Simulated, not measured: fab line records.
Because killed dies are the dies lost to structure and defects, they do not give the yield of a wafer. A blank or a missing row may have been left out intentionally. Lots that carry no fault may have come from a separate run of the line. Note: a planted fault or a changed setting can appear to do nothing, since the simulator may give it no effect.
2 desks looking at one fault ; flow sky130 ; what lay behind the numbers comes last; until then each desk has only its own

== AT THE TOOL OWNER'S DESK: plasma_asher-01 ==
The tool's own readings at SKY_METAL1_STRIP_20 (strips in O2/N2): means of the sampled wafers that have a number, for each lot that ran on this tool. A lot is out of limits, marked OUT, if its mean lies more than 4 standard deviations from the usual mean; the brackets give that distance.
Columns: A = drypump_motor_current_A at SKY_METAL1_STRIP_20, usual 5.6 A; B = oes_product_au at SKY_METAL1_STRIP_20, usual 0.343 a.u.; C = strip_time_to_endpoint_s at SKY_METAL1_STRIP_20, usual 2.70 s
lot;first seen here;A;B;C
L926;day 33 02:59;5.7;0.343;2.68
L929;day 34 12:35;5.4;0.343;2.72
L931;day 35 01:39;5.0;0.339;2.71
L932;day 35 17:11;5.7;0.351;2.72
L935;day 36 12:18;5.7;0.343;2.67
L937;day 37 03:21;5.4;0.343;2.71
L945;day 39 06:21;5.4;0.346;2.71
L947;day 39 19:21;5.4;0.338;2.67
Result from this desk: across the 8 lots, nothing is out of limits.

== AT THE METROLOGY DESK ==
Means of the sampled wafers that have a number, per lot and without regard to the tool the lot ran on: this is what the gauges read. A lot is out of limits, marked OUT, if its mean lies more than 4 standard deviations from the usual mean; the brackets give that distance.
Columns: A = VIA3_W_THK at SKY_VIA3_THK_MEAS_23, usual 387 nm; B = PASSIVATION_CVD_00_THK at SKY_PASSIVATION_THK_MEAS_01, usual 89.8 nm
lot;first seen here;A;B
L926;day 40 00:12;394;89.6
L929;day 41 07:50;393;90.0
L931;day 41 19:34;386;89.4
L932;day 42 09:10;395;89.4
L933;day 42 16:10;394;89.5
L935;day 43 02:43;383;90.1
L936;day 43 03:41;388;89.6
L937;day 43 15:17;387;89.6
L938;day 43 22:46;383;90.1
L945;day 45 14:04;387;90.6
L947;day 46 01:19;382;90.7
L948;day 46 08:14;383;88.2
Result from this desk: across the 12 lots, nothing is out of limits.

== PUT TOGETHER ==
The desk of the tool owner found nothing out of limits.
From the metrology desk's view, nothing was out of limits.

== WHAT THE SIMULATOR HAD PUT IN ==
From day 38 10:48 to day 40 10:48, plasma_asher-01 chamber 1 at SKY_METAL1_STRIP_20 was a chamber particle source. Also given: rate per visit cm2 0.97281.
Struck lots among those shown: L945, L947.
